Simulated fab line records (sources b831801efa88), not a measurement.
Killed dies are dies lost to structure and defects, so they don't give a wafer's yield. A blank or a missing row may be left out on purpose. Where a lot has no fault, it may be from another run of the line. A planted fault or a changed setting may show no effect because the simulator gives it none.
fab line records	flow sky130
[record] lots = 5	wafers = 15	last-day = 50
route steps=708 shown VIA2@525 METAL3@532 CAPM@537 PAD_OPEN@708
lots that met no fault: taken from a fault-free run of the same line
start-h: hours from the record's opening day to when the first of the lot's shown wafers began	wait-h: how many hours have passed since the lot's step before this one	" repeats the value in the row above	L1.1+2: one row covering several wafers at once	- value missing, or start not given	* or withheld: withheld	< > ~ a bound
route shown NAME@n: NAME is a module with steps in the file, n the number in the route of the first one	usual: average and standard deviation across the fault-free wafers	same: alike in all rows	chamber/n: place in a boat	sites: the reading at each site	_std_site: how widely they spread, as a standard deviation	_edge_site: inner sites' mean taken away from outer sites' mean	radius-mm: how far each site lies from the wafer's centre	mask NAME#n: copy n	behind: the most recent tool/chamber to have shaped the wafer	hold: why the lot went on hold/how many hours it stayed there/how the hold came to an end	device: which transistor (n, p or np) failed to switch	end of line: the route-end tests of the same wafers	a step given without rows: its recipe and nothing more	killed: at the first sort, the dies lost to defects and structure; wafer yield is something else	map: shows each die of a wafer: x if killed, . if not, _ if none is there
set.NAME: the setting as run; set.NAME@STEP: as run at that earlier step	model.NAME: the simulator's own value behind a step, which no gauge read
a table for each step, a row for each wafer; lots at some steps of the route
services: when a tool's chamber went out of use (start-h, in hours from the record's first day, below 0 if earlier), for how many hours, and the reason
[[steps]]
[step SKY_VIA2_CLEAN_18]
[recipe] chemistry = IPA	time-s = 180	temp-c = 25
[step SKY_VIA2_CLEAN_19]
[recipe] chemistry = O3/DIW	dry = n2-spin
[step SKY_VIA2_SPUTTER_20]
[recipe] material = TiN	target-thk-nm = 20	chamber-pressure-pa = 5	power-w = 4000	time-s = 80
[usual] throttle-valve-pct = 30.2/1.1
lot.wafer	tool	chamber	start-h	wait-h	throttle-valve-pct
L358.2	pvd-sputter-04	-	866.68	0.0	28.9
L358.4	"	-	"	"	29.8
L358.6	"	-	"	"	29.6
L361.2	pvd-sputter-04	-	895.70	0.0	29.0
L361.4	"	-	"	"	29.0
L361.6	"	-	"	"	28.2
L368.1	pvd-sputter-02	-	945.32	0.0	31.2
L368.2	"	-	"	"	30.4
L368.5	"	-	"	"	30.4
L369.2	pvd-sputter-03	-	946.57	0.0	31.6
L369.3	"	-	"	"	29.1
L369.4	"	-	"	"	31.4
L377.2	pvd-sputter-04	-	1002.22	0.0	28.1
L377.3	"	-	"	"	30.5
L377.5	"	-	"	"	30.5
[step SKY_VIA2_CVD_21]
[recipe] material = W	target-thk-nm = 420	time-s = 126.4	temp-c = 400	pressure-torr = 40
[step SKY_VIA2_RS_MEAS_22]
[recipe] thk-meas-gauge = four-point-probe	reads = W_of_VIA2_CVD_21+TiN_of_VIA2_SPUTTER_20
[usual] VIA2_W_RS = 0.276/0.0035
lot.wafer	tool	chamber	start-h	wait-h	VIA2_W_RS[ohm/sq]
L358.2	film-metro-02	-	866.89	0.1	0.276
L358.4	"	-	"	"	0.275
L358.6	"	-	"	"	0.276
L361.2	film-metro-01	-	895.91	0.1	0.276
L361.4	"	-	"	"	0.277
L361.6	"	-	"	"	0.277
L368.1	film-metro-03	-	945.51	0.1	0.270
L368.2	"	-	"	"	0.275
L368.5	"	-	"	"	0.274
L369.2	film-metro-02	-	946.91	0.2	0.270
L369.3	"	-	"	"	0.275
L369.4	"	-	"	"	0.271
L377.2	film-metro-03	-	1002.56	0.2	0.277
L377.3	"	-	"	"	0.279
L377.5	"	-	"	"	0.278
[step SKY_VIA2_THK_MEAS_23]
[recipe] thk-meas-gauge = xrf	reads = W_of_VIA2_CVD_21
[usual] VIA2_W_THK = 410/8.1
lot.wafer	tool	chamber	start-h	wait-h	VIA2_W_THK[nm]
L358.2	film-metro-02	-	867.00	0.1	419
L358.4	"	-	"	"	418
L358.6	"	-	"	"	415
L361.2	film-metro-01	-	896.02	0.1	401
L361.4	"	-	"	"	403
L361.6	"	-	"	"	401
L368.1	film-metro-03	-	945.63	0.1	417
L368.2	"	-	"	"	408
L368.5	"	-	"	"	408
L369.2	film-metro-02	-	947.02	0.1	428
L369.3	"	-	"	"	418
L369.4	"	-	"	"	424
L377.2	film-metro-03	-	1002.67	0.1	403
L377.3	"	-	"	"	404
L377.5	"	-	"	"	406
[step SKY_VIA2_CMP_24]
[recipe] stop-on = SiO2	t-overpolish-s = 20	down-force-psi = 3.5	platen-rpm = 60	target-thk-nm = 0	pad-velocity-m-s = 0.94248
[step SKY_METAL3_SPUTTER_00]
[recipe] material = Ti	target-thk-nm = 15	power-w = 3000	time-s = 10	chamber-pressure-pa = 0.4
[step SKY_METAL3_SPUTTER_01]
[recipe] material = TiN	target-thk-nm = 20	power-w = 6500	time-s = 16.7	chamber-pressure-pa = 0.4
[usual] throttle-valve-pct = 30.1/0.95
lot.wafer	tool	chamber	start-h	wait-h	throttle-valve-pct
L358.2	pvd-sputter-01	-	867.37	0.0	30.0
L358.4	"	-	"	"	30.2
L358.6	"	-	"	"	29.0
L361.2	pvd-sputter-01	-	896.39	0.0	30.5
L361.4	"	-	"	"	31.8
L361.6	"	-	"	"	31.6
L368.1	pvd-sputter-01	-	946.01	0.0	30.2
L368.2	"	-	"	"	29.2
L368.5	"	-	"	"	32.0
L369.2	pvd-sputter-01	-	947.40	0.0	29.2
L369.3	"	-	"	"	30.3
L369.4	"	-	"	"	30.0
L377.2	pvd-sputter-02	-	1003.05	0.0	29.8
L377.3	"	-	"	"	30.7
L377.5	"	-	"	"	30.3
[step SKY_METAL3_SPUTTER_02]
[recipe] material = AlCu	target-thk-nm = 735	power-w = 10600	time-s = 39.1	chamber-pressure-pa = 0.4
[step SKY_METAL3_SPUTTER_03]
[recipe] material = Ti	target-thk-nm = 5	power-w = 3000	time-s = 3.3	chamber-pressure-pa = 0.4
[step SKY_METAL3_SPUTTER_04]
[recipe] material = TiN	target-thk-nm = 70	power-w = 6500	time-s = 58.3	chamber-pressure-pa = 0.4
[step SKY_CAPM_CVD_00]
[recipe] material = SiO2	target-thk-nm = 15.5	temp-c = 400	time-s = withheld	rf-w = 450
[usual] heater-power-outer-w = 448/67	heater-power-w = 732/100
lot.wafer	tool	chamber	start-h	wait-h	heater-power-outer-w	heater-power-w
L358.2	pecvd-03	0	867.50	0.0	511	787
L358.4	"	1	"	"	438	663
L358.6	"	0	"	"	511	790
L361.2	pecvd-02	0	896.52	0.0	333	568
L361.4	"	1	"	"	419	707
L361.6	"	0	"	"	333	555
L368.1	pecvd-02	2	946.14	0.0	430	675
L368.2	"	0	"	"	408	691
L368.5	"	0	"	"	404	682
L369.2	pecvd-02	1	947.53	0.0	443	753
L369.3	"	2	"	"	421	640
L369.4	"	0	"	"	312	552
L377.2	pecvd-03	0	1015.18	0.0	481	739
L377.3	"	2	"	"	402	733
L377.5	"	1	"	"	384	607
[step SKY_CAPM_THK_MEAS_01]
[recipe] reads = SiO2_of_CAPM_CVD_00
[usual] CAPM_CVD_00_THK = 15.51/0.22
lot.wafer	tool	chamber	start-h	wait-h	CAPM_CVD_00_THK[nm]
L358.2	film-metro-02	-	867.55	-	15.53
L358.4	"	-	"	"	15.80
L358.6	"	-	"	"	15.59
L361.2	film-metro-04	-	896.56	-	15.39
L361.4	"	-	"	"	15.25
L361.6	"	-	"	"	15.47
L368.1	film-metro-02	-	946.16	-	15.58
L368.2	"	-	"	"	15.23
L368.5	"	-	"	"	15.57
L369.2	film-metro-01	-	947.56	-	15.59
L369.3	"	-	"	"	15.70
L369.4	"	-	"	"	15.64
L377.2	film-metro-02	-	1015.22	-	15.54
L377.3	"	-	"	"	15.57
L377.5	"	-	"	"	15.87
[step SKY_CAPM_SPUTTER_02]
[recipe] material = TiN	target-thk-nm = 200	temp-c = 300	power-w = 6500	time-s = 166.7	chamber-pressure-pa = 0.4
[usual] throttle-valve-pct = 30.5/1.2
lot.wafer	tool	chamber	start-h	wait-h	throttle-valve-pct
L358.2	pvd-sputter-03	-	867.60	0.0	31.1
L358.4	"	-	"	"	31.9
L358.6	"	-	"	"	31.6
L361.2	pvd-sputter-03	-	896.61	0.0	29.0
L361.4	"	-	"	"	31.4
L361.6	"	-	"	"	31.7
L368.1	pvd-sputter-04	-	946.22	0.1	28.5
L368.2	"	-	"	"	30.0
L368.5	"	-	"	"	29.0
L369.2	pvd-sputter-03	-	947.61	0.0	31.5
L369.3	"	-	"	"	31.2
L369.4	"	-	"	"	31.9
L377.2	pvd-sputter-04	-	1015.27	0.0	29.6
L377.3	"	-	"	"	30.3
L377.5	"	-	"	"	28.2
[step SKY_CAPM_RS_MEAS_03]
[recipe] thk-meas-gauge = four-point-probe	reads = TiN_of_CAPM_SPUTTER_02
[usual] CAPM_TIN_RS = 6.91/0.077
lot.wafer	tool	chamber	start-h	wait-h	CAPM_TIN_RS[ohm/sq]
L358.2	film-metro-01	-	867.72	0.1	6.86
L358.4	"	-	"	"	6.79
L358.6	"	-	"	"	6.77
L361.2	film-metro-01	-	896.73	0.1	7.04
L361.4	"	-	"	"	6.91
L361.6	"	-	"	"	6.88
L368.1	film-metro-04	-	946.33	0.1	6.92
L368.2	"	-	"	"	6.95
L368.5	"	-	"	"	6.92
L369.2	film-metro-01	-	947.74	0.1	6.93
L369.3	"	-	"	"	6.94
L369.4	"	-	"	"	6.91
L377.2	film-metro-01	-	1015.40	0.1	6.99
L377.3	"	-	"	"	6.97
L377.5	"	-	"	"	6.93
[step SKY_CAPM_THK_MEAS_04]
[recipe] thk-meas-gauge = xrf	reads = TiN_of_CAPM_SPUTTER_02
[usual] CAPM_TIN_THK = 197.1/2.4
lot.wafer	tool	chamber	start-h	wait-h	CAPM_TIN_THK[nm]
L358.2	film-metro-01	-	867.83	0.1	198.0
L358.4	"	-	"	"	200.9
L358.6	"	-	"	"	200.7
L361.2	film-metro-01	-	896.84	0.1	195.7
L361.4	"	-	"	"	199.2
L361.6	"	-	"	"	199.0
L368.1	film-metro-04	-	946.45	0.1	196.5
L368.2	"	-	"	"	195.5
L368.5	"	-	"	"	196.0
L369.2	film-metro-01	-	947.85	0.1	196.0
L369.3	"	-	"	"	196.4
L369.4	"	-	"	"	196.7
L377.2	film-metro-01	-	1015.51	0.1	194.5
L377.3	"	-	"	"	196.9
L377.5	"	-	"	"	197.3
[step SKY_CAPM_DEHYDRATE_05]
[recipe] temp-c = 200	time-s = 60
[step SKY_CAPM_HMDS_06]
[recipe] prime-time-s = 60	prime-temp-c = 120
[step SKY_CAPM_COAT_07]
[recipe] resist = NOVOLAK	spin-rpm = 3000	resist-thk-nm = 1140
[step SKY_CAPM_SOFTBAKE_08]
[recipe] temp-c = 90	time-s = 60	resist = NOVOLAK
[step SKY_CAPM_EXPOSE_09]
[recipe] mask-id = CAPM	na = 0.6	source-shape = conventional	sigma-outer = 0.6	polarization = unpolarized	target-cd-nm = 1000	dose-mj = 159
[step SKY_CAPM_PEB_10]
[recipe] temp-c = withheld	time-s = *	resist = NOVOLAK
[step SKY_CAPM_DEVELOP_11]
[recipe] resist = NOVOLAK	developer = TMAH	develop-time-s = 60	dev-temp-c = 23
[step SKY_CAPM_OVL_MEAS_12]
[usual] CAPM_OVL = 0.7/1.5
lot.wafer	tool	chamber	start-h	wait-h	CAPM_OVL[nm]
L358.2	overlay-01	-	893.42	0.1	5.0
L358.4	"	-	"	"	1.3
L358.6	"	-	"	"	3.0
L361.2	overlay-02	-	921.05	0.1	-2.6
L361.4	"	-	"	"	-1.1
L361.6	"	-	"	"	2.7
L368.1	overlay-01	-	970.16	0.1	-0.6
L368.2	"	-	"	"	0.8
L368.5	"	-	"	"	-1.5
L369.2	overlay-01	-	972.17	0.1	0.2
L369.3	"	-	"	"	-1.0
L369.4	"	-	"	"	1.1
L377.2	overlay-01	-	1037.51	0.1	1.8
L377.3	"	-	"	"	3.3
L377.5	"	-	"	"	1.8
[step SKY_CAPM_METAL_ETCH_13]
[recipe] target-depth-nm = 220	stop-on = SiO2	chemistry = Cl2/BCl3	target = TiN	pressure-mtorr = 10	icp-w = 900	bias-w = 48.5	Cl2_flow_sccm = 60	bcl3-flow-sccm = 30	time-s = 62.9
[step SKY_CAPM_STRIP_14]
[recipe] chemistry = O2/N2	power-w = 1400	pressure-mtorr = 1500	platen-temp-c = withheld	o2-flow-sccm = 3000	n2-flow-sccm = 300	overash-fraction = 0.5
[step SKY_CAPM_STRIP_15]
[recipe] chemistry = post-etch-residue-remover	time-s = 1200	temp-c = 72.5
[step SKY_CAPM_CLEAN_16]
[recipe] chemistry = IPA	time-s = 180	temp-c = 25
[step SKY_CAPM_CLEAN_17]
[recipe] chemistry = O3/DIW	dry = n2-spin
[step SKY_METAL3_DEHYDRATE_05]
[recipe] temp-c = 200	time-s = 60
[step SKY_METAL3_HMDS_06]
[recipe] prime-time-s = 60	prime-temp-c = 120
[step SKY_METAL3_COAT_07]
[recipe] resist = BARC	temp-c = withheld	time-s = withheld	spin-rpm = 3000	resist-thk-nm = 60
[step SKY_METAL3_COAT_08]
[recipe] resist = KrF-thick	spin-rpm = 3000	resist-thk-nm = 1140
[step SKY_METAL3_SOFTBAKE_09]
[recipe] temp-c = 100	time-s = 90	resist = KrF-thick
[step SKY_METAL3_EXPOSE_10]
[recipe] mask-id = MM3	na = 0.68	source-shape = annular	sigma-inner = 0.4	sigma-outer = 0.8	target-cd-nm = 300	dose-mj = 28
[step SKY_METAL3_PEB_11]
[recipe] peb-temp-c = withheld	peb-time-s = withheld	resist = KrF-thick
[step SKY_METAL3_DEVELOP_12]
[recipe] develop-time-s = 60	resist = KrF-thick	dev-temp-c = 21
[step SKY_METAL3_CD_MEAS_13]
[recipe] target-cd-nm = 300
[usual] cd-nm = 299.8/1.7
lot.wafer	tool	chamber	start-h	wait-h	cd-nm
L358.2	cd-sem-01	-	919.26	-	299.1
L358.4	"	-	"	"	299.5
L358.6	"	-	"	"	298.6
L361.2	cd-sem-01	-	946.23	-	301.9
L361.4	"	-	"	"	302.3
L361.6	"	-	"	"	302.4
L368.1	cd-sem-02	-	994.46	-	302.9
L368.2	"	-	"	"	301.5
L368.5	"	-	"	"	301.4
L369.2	cd-sem-02	-	996.63	-	301.9
L369.3	"	-	"	"	302.2
L369.4	"	-	"	"	301.3
L377.2	cd-sem-02	-	1060.33	-	298.6
L377.3	"	-	"	"	298.3
L377.5	"	-	"	"	298.7
[step SKY_METAL3_OVL_MEAS_14]
[usual] METAL3_OVL = 2/5.6
lot.wafer	tool	chamber	start-h	wait-h	METAL3_OVL[nm]
L358.2	overlay-01	-	919.37	0.1	-4
L358.4	"	-	"	"	-2
L358.6	"	-	"	"	-3
L361.2	overlay-01	-	946.34	0.1	14
L361.4	"	-	"	"	12
L361.6	"	-	"	"	9
L368.1	overlay-01	-	994.58	0.1	7
L368.2	"	-	"	"	7
L368.5	"	-	"	"	9
L369.2	overlay-01	-	996.74	0.1	2
L369.3	"	-	"	"	2
L369.4	"	-	"	"	0
L377.2	overlay-01	-	1060.43	0.1	1
L377.3	"	-	"	"	1
L377.5	"	-	"	"	2
[step SKY_METAL3_DESCUM_15]
[recipe] chemistry = O2	source-power-w = 150	bias-power-w = 0	pressure-mtorr = 10	temp-c = 40	time-s = 8
[usual] drypump-motor-current-A = 5.8/0.31	oes-product-au = 1.000/0.007
[same] bias-power-w = 0
lot.wafer	tool	chamber	start-h	wait-h	drypump-motor-current-A	oes-product-au	rf-hours-counter-h
L358.2	rie-metal-04	0	919.40	0.0	5.4	0.996	14
L358.4	"	1	"	"	5.9	0.999	-
L358.6	"	0	"	"	5.3	1.004	-
L361.2	rie-metal-04	0	946.37	0.0	5.4	1.001	16
L361.4	"	1	"	"	5.9	0.996	-
L361.6	"	1	"	"	5.9	1.003	-
L368.1	rie-metal-04	0	994.62	0.0	5.3	1.001	19
L368.2	"	1	"	"	5.9	0.998	21
L368.5	"	1	"	"	5.9	0.996	-
L369.2	rie-metal-02	1	996.77	0.0	6.0	0.995	11
L369.3	"	1	"	"	6.0	1.000	-
L369.4	"	0	"	"	5.5	1.010	-
L377.2	rie-metal-02	0	1060.47	0.0	5.5	0.993	-
L377.3	"	0	"	"	5.5	0.994	-
L377.5	"	0	"	"	5.5	0.999	-
[step SKY_METAL3_ETCH_16]
[recipe] chemistry = N2/H2	target = BARC	ion-energy-ev = 200	bias-w = 100	pressure-mtorr = 30	n2-flow-sccm = 100	h2-flow-sccm = 200	icp-w = 500	stop-on = SiO2	time-s = 88.2	target-depth-a = 600
[usual] drypump-motor-current-A = 5.8/0.31	oes-product-au = 0.626/0.0043	throttle-valve-pct = 13.205/0.0093
lot.wafer	tool	chamber	start-h	wait-h	drypump-motor-current-A	oes-product-au	rf-hours-counter-h	throttle-valve-pct
L358.2	rie-metal-04	0	919.43	0.0	5.3	0.616	14	13.192
L358.4	"	1	"	"	5.9	0.619	-	13.213
L358.6	"	0	"	"	5.4	0.625	-	13.208
L361.2	rie-metal-04	0	946.40	0.0	5.4	0.624	16	13.214
L361.4	"	1	"	"	6.0	0.625	-	13.210
L361.6	"	1	"	"	6.0	0.628	-	13.226
L368.1	rie-metal-04	0	994.65	0.0	5.4	0.629	19	13.203
L368.2	"	1	"	"	5.9	0.625	22	13.210
L368.5	"	1	"	"	5.9	0.624	-	13.217
L369.2	rie-metal-02	1	996.80	0.0	6.0	0.630	11	13.214
L369.3	"	1	"	"	6.0	0.626	-	13.202
L369.4	"	0	"	"	5.5	0.628	-	13.212
L377.2	rie-metal-02	0	1060.56	0.1	5.5	0.625	-	13.195
L377.3	"	0	"	"	5.5	0.627	-	13.213
L377.5	"	0	"	"	5.5	0.626	-	13.217
[step SKY_PAD_OPEN_PROBE_99]
[usual] defect-limited-yield = 82.6/1.8	killed_at_M0_to_M3 = 43/6.3	killed_at_M4_up = 3.0/1.6	killed-at-contacts = 25/5	killed-at-front-end = 15/4.4	killed-at-other = 0.3/0.8	killed-dies = 85/8.7	killed-open = 47/6.9	killed-short = 38/6.3	sort_bin_3_pad_short = 0.9/0.39	sort_bin_5_function = 10.3/1.3	sort_bin_6_memory = 6.2/1.1	sort-n-pass = 407/8.8	sort-yield-pct = 82.6/1.8
[same] gross-dies = 492	killed-at-back-side = 0	sort_bin_4_leakage[%] = 0	sort_bin_8_speed[%] = 0
lot.wafer	tool	chamber	start-h	wait-h	defect-limited-yield[%]	killed_at_M0_to_M3	killed_at_M4_up	killed-at-contacts	killed-at-front-end	killed-at-other	killed-dies	killed-open	killed-short	sort_bin_3_pad_short[%]	sort_bin_5_function[%]	sort_bin_6_memory[%]	sort-n-pass	sort-yield-pct[%]	model.etest.tester.sort-n-pass	model.etest.tester.sort-yield-pct	model.etest.tester.sort_bin_5_pct	model.etest.tester.sort_bin_3_pct
L358.2	prober-01	-	1090.86	0.1	83.3	37	3	25	17	0	82	46	36	1.6	9.1	5.9	410	83.3	410	83.33	9.146	1.626
L358.4	prober-01	-	1090.96	0.2	80.5	39	4	35	17	1	96	61	35	1.0	12.6	5.9	396	80.5	396	80.49	12.6	1.016
L358.6	prober-01	-	1091.06	0.2	80.3	39	3	33	22	0	97	58	39	1.0	11.8	6.9	395	80.3	395	80.28	11.79	1.016
L361.2	prober-02	-	1113.83	0.1	83.9	37	3	24	15	0	79	44	35	0.2	10.2	5.7	413	83.9	413	83.94	10.16	0.2033
L361.4	prober-02	-	1113.93	0.2	85.2	37	4	21	10	1	73	38	35	1.0	8.9	4.9	419	85.2	419	85.16	8.943	1.016
L361.6	prober-02	-	1114.03	0.2	82.1	41	3	21	22	1	88	56	32	0.6	10.4	6.9	404	82.1	404	82.11	10.37	0.6098
L368.1	prober-01	-	1153.37	0.1	84.1	43	6	16	13	0	78	33	45	0.8	10.8	4.3	414	84.1	414	84.15	10.77	0.813
L368.2	prober-01	-	1153.42	0.1	83.9	46	4	17	12	0	79	49	30	0.6	8.9	6.5	413	83.9	413	83.94	8.943	0.6098
L368.5	prober-01	-	1153.57	0.2	81.1	45	3	30	15	0	93	55	38	0.8	11.6	6.5	399	81.1	399	81.1	11.59	0.813
L369.2	prober-02	-	1154.14	0.1	74.4	37	6	19	12	52	126	38	36	4.3	15.0	6.3	366	74.4	366	74.39	15.04	4.268
L369.3	prober-02	-	1154.19	0.2	70.5	46	1	22	13	63	145	41	41	5.7	16.9	6.9	347	70.5	347	70.53	16.87	5.691
L369.4	prober-02	-	1154.24	0.2	70.1	42	6	17	15	67	147	49	31	4.7	18.5	6.7	345	70.1	345	70.12	18.5	4.675
L377.2	prober-01	-	1199.60	0.1	81.3	53	6	21	12	0	92	46	46	1.8	11.6	5.3	400	81.3	400	81.3	11.59	1.829
L377.3	prober-01	-	1199.65	0.2	85.8	36	2	16	16	0	70	36	34	0.4	8.7	5.1	422	85.8	422	85.77	8.74	0.4065
L377.5	prober-01	-	1199.75	0.2	85.4	38	5	18	11	0	72	40	32	0.6	9.3	4.7	420	85.4	420	85.37	9.35	0.6098
// killed by level:class
L358.2 CONTACT:geometric-particle:open=10 VIA1:geometric-particle:open=9 METAL2:geometric-particle:short=8 POLY_GATE:geometric-particle:open=7 VIA2:geometric-particle:open=6 LI_CONTACT:geometric-particle:open=5 FIELD_ISO:geometric-particle:open=4 LI_CONTACT:geometric-particle:short=4
L358.4 VIA1:geometric-particle:open=12 LI_CONTACT:geometric-particle:open=11 POLY_GATE:geometric-particle:open=9 LOCAL_INTERCONNECT:geometric-particle:short=9 CONTACT:geometric-particle:open=7 VIA3:geometric-particle:open=6 CONTACT:geometric-particle:short=5 VIA2:geometric-particle:open=5
L358.6 CONTACT:geometric-particle:open=12 POLY_GATE:geometric-particle:open=11 LI_CONTACT:geometric-particle:open=8 POLY_GATE:geometric-particle:short=6 LOCAL_INTERCONNECT:geometric-particle:short=6 VIA1:geometric-particle:open=6 VIA2:geometric-particle:open=6 VIA1:geometric-particle:short=5
L361.2 CONTACT:geometric-particle:open=9 VIA1:geometric-particle:open=7 METAL2:geometric-particle:short=7 FIELD_ISO:geometric-particle:open=6 LI_CONTACT:geometric-particle:open=6 CONTACT:geometric-particle:short=5 VIA2:geometric-particle:open=5 FIELD_ISO:geometric-particle:short=3
L361.4 VIA1:geometric-particle:open=11 CONTACT:geometric-particle:open=8 LOCAL_INTERCONNECT:geometric-particle:short=7 METAL1:geometric-particle:short=6 VIA1:geometric-particle:short=5 VIA2:geometric-particle:short=4 FIELD_ISO:geometric-particle:open=3 FIELD_ISO:geometric-particle:short=3
L361.6 VIA3:geometric-particle:open=10 VIA1:geometric-particle:open=9 CONTACT:geometric-particle:open=8 VIA2:geometric-particle:open=8 POLY_GATE:geometric-particle:short=7 POLY_GATE:geometric-particle:open=7 FIELD_ISO:geometric-particle:open=6 LI_CONTACT:geometric-particle:open=4
L368.1 VIA2:geometric-particle:open=7 VIA1:geometric-particle:open=7 VIA3:geometric-particle:open=6 METAL1:geometric-particle:short=5 METAL4:geometric-particle:short=5 FIELD_ISO:geometric-particle:short=4 CONTACT:geometric-particle:short=4 LOCAL_INTERCONNECT:geometric-particle:short=4
L368.2 VIA2:geometric-particle:open=11 VIA1:geometric-particle:open=9 METAL2:geometric-particle:short=7 CONTACT:geometric-particle:open=6 VIA3:geometric-particle:open=6 LI_CONTACT:geometric-particle:open=5 POLY_GATE:geometric-particle:open=4 CONTACT:geometric-particle:short=4
L368.5 VIA1:geometric-particle:open=12 CONTACT:geometric-particle:open=10 CONTACT:geometric-particle:short=8 VIA2:geometric-particle:open=7 LI_CONTACT:geometric-particle:open=7 LOCAL_INTERCONNECT:geometric-particle:short=5 VIA3:geometric-particle:open=5 FIELD_ISO:geometric-particle:open=4
L369.2 CAPM:unspecified=52 METAL2:geometric-particle:short=7 LI_CONTACT:geometric-particle:open=6 CONTACT:geometric-particle:open=6 VIA1:geometric-particle:open=6 VIA2:geometric-particle:open=6 VIA3:geometric-particle:open=5 METAL1:geometric-particle:short=4
L369.3 CAPM:unspecified=63 VIA3:geometric-particle:open=10 VIA2:geometric-particle:open=8 CONTACT:geometric-particle:open=7 LI_CONTACT:geometric-particle:open=6 VIA2:geometric-particle:short=6 CONTACT:geometric-particle:short=5 METAL2:geometric-particle:short=5
L369.4 CAPM:unspecified=67 VIA1:geometric-particle:open=11 CONTACT:geometric-particle:open=7 VIA3:geometric-particle:open=7 POLY_GATE:geometric-particle:open=6 METAL2:geometric-particle:short=6 VIA2:geometric-particle:open=6 CONTACT:geometric-particle:short=5
L377.2 VIA1:geometric-particle:open=14 VIA3:geometric-particle:short=7 CONTACT:geometric-particle:open=7 METAL3:geometric-particle:short=6 VIA2:geometric-particle:open=6 FIELD_ISO:geometric-particle:short=5 METAL2:geometric-particle:short=5 VIA3:geometric-particle:open=5
L377.3 VIA1:geometric-particle:open=9 CONTACT:geometric-particle:open=6 POLY_GATE:geometric-particle:open=5 CONTACT:geometric-particle:short=5 VIA2:geometric-particle:short=5 VIA3:geometric-particle:open=5 POLY_GATE:geometric-particle:short=4 METAL1:geometric-particle:short=4
L377.5 VIA1:geometric-particle:open=13 CONTACT:geometric-particle:short=7 VIA3:geometric-particle:open=6 CONTACT:geometric-particle:open=5 METAL2:geometric-particle:short=5 LI_CONTACT:geometric-particle:open=3 VIA1:geometric-particle:short=3 VIA2:geometric-particle:short=3
// map L369.4 (x killed, . not)
__________....x....._________
________x..........x.._______
______.x......x........x_____
_____.xxx....x.........x.____
____...x..x.............xx___
___..x................x....__
__.x........xx...x.x........_
_.....x.....xxx......x.......
_...x....x...x...........x...
_.x.x.x.......x.x....x.......
_.x.x..........x.........x..x
_.x..x..xx.x.xx.x............
_.....x..x.xxxxxxxxx.....x...
_.......xxxxxxxxxx..x..x.....
_.x.x...xxxxxxxxxxx..xx......
__.x....xxxxxxxxxxx.xxx..x.._
___....xx.xxxxxxxxx.....x..__
____......xxxxxxxxx..x..x.___
_____.....xxxxxxx..x.xx..____
______.x..x..x.xxx......_____
________.............x_______
__________...x.....x_________
// map L361.6 (x killed, . not)
__________..x...x..._________
________.....xx..x.x.._______
______..x........xxx..x._____
_____.....x....x.........____
____..........x...x..x..x.___
___x.x..x...x..x........x.x__
__.x...x.........x.......x.._
_.................x...x...xx.
_x......x......x.x...x...x...
_x....x..x.xx........x...xx..
_..xx..x....xx......xx..x..x.
_...x..........x..x...x.....x
_...xx....x..x........x...xxx
_.............x..x...........
_............x.............x.
__...x........xx.......x...._
___...........x.......x....__
____..........x..x.x....x.___
_____....xx.......xx....x____
______...............x.._____
________.............._______
__________.........._________
[[services]]
tool	chamber	start-h	hours	kind
pecvd-02	-	845.12	14.6	pm
pvd-sputter-04	-	845.37	2.5	repair
pvd-sputter-03	-	849.39	10.7	repair
pecvd-02	2	854.80	5.5	scheduled-down
pecvd-02	1	860.26	5.5	scheduled-down
pvd-sputter-04	-	860.42	5.1	repair
pecvd-03	2	863.33	5.5	scheduled-down
pecvd-02	0	866.36	5.0	repair
pecvd-03	1	868.79	2.1	scheduled-down
pecvd-03	-	891.55	2.8	pm
pvd-sputter-01	-	920.85	1.1	repair
pecvd-03	2	933.90	2.1	scheduled-down
pvd-sputter-02	-	942.61	2.5	repair
pecvd-03	-	945.97	1.9	repair
pecvd-03	2	948.07	10.5	repair
pecvd-02	2	952.74	2.1	scheduled-down
pvd-sputter-01	-	967.00	1.4	repair
pecvd-03	1	967.83	-	clean
pecvd-02	-	983.56	1.1	repair
rie-metal-04	1	1015.41	-	clean
rie-metal-04	1	1015.41	17.4	scheduled-down
rie-metal-04	1	1015.41	17.4	vent-cycle
rie-metal-02	-	1023.65	2.8	pm
rie-metal-02	1	1057.53	10.4	repair
[[key]]
[first-sign] step = SKY_PAD_OPEN_PROBE_99	reading = killed-at-other	direction = up	sigmas = 60	usual = 0.3	struck = 60.7
[effect] step = SKY_PAD_OPEN_PROBE_99	reading = sort_bin_3_pad_short	direction = up	sigmas = 10	usual = 0.9	struck = 4.9
[model-effect] step = SKY_PAD_OPEN_PROBE_99	value = etest.tester.sort-n-pass	without = 407.7	struck = 352.7
met-at SKY_CAPM_CVD_00
struck-wafers L369.2,L369.3,L369.4
onset-between 946.14 947.53
also-fits SKY_VIA2_SPUTTER_20:pvd-sputter-03,SKY_METAL3_SPUTTER_01:pvd-sputter-01,SKY_CAPM_SPUTTER_02:pvd-sputter-03
[fault] kind = chamber-particle-source	tool = pecvd-02	chamber = -	onset-h = 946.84	steps = SKY_CAPM_CVD_00	rate-per-visit-cm2 = 1.7764
